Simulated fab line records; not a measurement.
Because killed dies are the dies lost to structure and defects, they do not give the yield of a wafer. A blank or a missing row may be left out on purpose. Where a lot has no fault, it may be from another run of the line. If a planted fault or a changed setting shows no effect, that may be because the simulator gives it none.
Matching of chambers	flow gf180mcu	GF_V1_ETCH_16 on rieDiel-02: 4 sister chambers
The step etches BARC in N2/H2. 36 wafers are shown with their chamber, then 12 later ones without.

WAFERS WITH THEIR CHAMBER
wafer	chamber	drypumpMotorCurrentA (A)	oesProductAu (a.u.)	throttleValvePct (%)
L074.3	0	6.0	0.855	13.222
L074.5	3	5.3	0.865	13.237
L074.6	2	5.7	0.849	13.228
L077.1	1	6.3	0.855	13.221
L077.2	3	5.2	0.851	13.217
L077.3	0	6.0	0.850	13.243
L077.4	3	5.3	0.855	13.232
L077.5	1	6.3	0.856	13.230
L077.6	0	6.0	0.847	13.234
L078.1	3	5.3	0.860	13.236
L078.5	1	6.3	0.862	13.227
L078.6	3	5.2	0.853	13.213
L080.1	3	5.3	0.850	13.226
L080.2	1	6.3	0.856	13.222
L080.3	0	6.0	0.858	13.241
L080.4	2	5.7	0.862	13.227
L080.5	2	5.7	0.862	13.221
L080.6	3	5.3	0.850	13.242
L081.2	0	6.1	0.848	13.225
L081.4	2	5.7	0.857	13.237
L081.6	3	5.3	0.849	13.226
L082.3	1	6.3	0.847	13.235
L082.4	3	5.3	0.862	13.244
L082.5	0	6.1	0.855	13.245
L084.1	3	5.3	0.852	13.212
L084.2	0	6.1	0.851	13.214
L084.4	1	6.3	0.854	13.238
L087.1	1	6.3	0.863	13.220
L087.3	2	5.7	0.859	13.228
L087.4	3	5.2	0.849	13.240
L088.2	0	6.0	0.855	13.226
L088.3	2	5.7	0.861	13.225
L088.5	2	5.7	0.858	13.222
L089.3	0	6.1	0.859	13.215
L089.4	1	6.3	0.852	13.228
L089.6	0	6.1	0.862	13.229

SIGNATURES (averages over the wafers above)
reading	chamber 0	chamber 1	chamber 2	chamber 3	scatter within a chamber
drypumpMotorCurrentA	6.050	6.300	5.700	5.273	0.0383
oesProductAu	0.85400	0.85562	0.85829	0.85418	0.00514
throttleValvePct	13.22940	13.22762	13.22686	13.22955	0.00956
Rule: a wafer lies at a distance from a chamber equal to the root of the sum of squares, over the readings, of (its reading less the chamber's mean, divided by the reading's scatter). If the next closest chamber is less than 2 further off than the closest, the wafer can't be placed; otherwise it belongs to the closest. The scatter: the root of (the sum of the squares of (reading less its chamber's mean) over the shown wafers, divided by (wafers less chambers)).

WAFERS WITHOUT THEIR CHAMBER
wafer	drypumpMotorCurrentA (A)	oesProductAu (a.u.)	throttleValvePct (%)
L092.1	5.7	0.862	13.224
L092.2	5.3	0.846	13.232
L092.3	6.3	0.851	13.233
L092.4	5.7	0.863	13.235
L092.5	5.3	0.857	13.237
L092.6	6.3	0.857	13.219
L094.1	5.3	0.852	13.230
L094.3	5.7	0.857	13.240
L094.5	6.1	0.857	13.240
L097.3	5.3	0.849	13.230
L097.5	6.3	0.857	13.241
L097.6	6.1	0.855	13.225

WHICH CHAMBER EACH ONE RAN IN
wafer	from the rows above	in truth
L092.1	2	2
L092.2	3	3
L092.3	1	1
L092.4	2	2
L092.5	3	3
L092.6	1	1
L094.1	3	3
L094.3	2	2
L094.5	0	0
L097.3	3	3
L097.5	1	1
L097.6	0	0
Correctly placed: 12 of 12. Not placeable from these rows: 0. 0 placed wrongly.
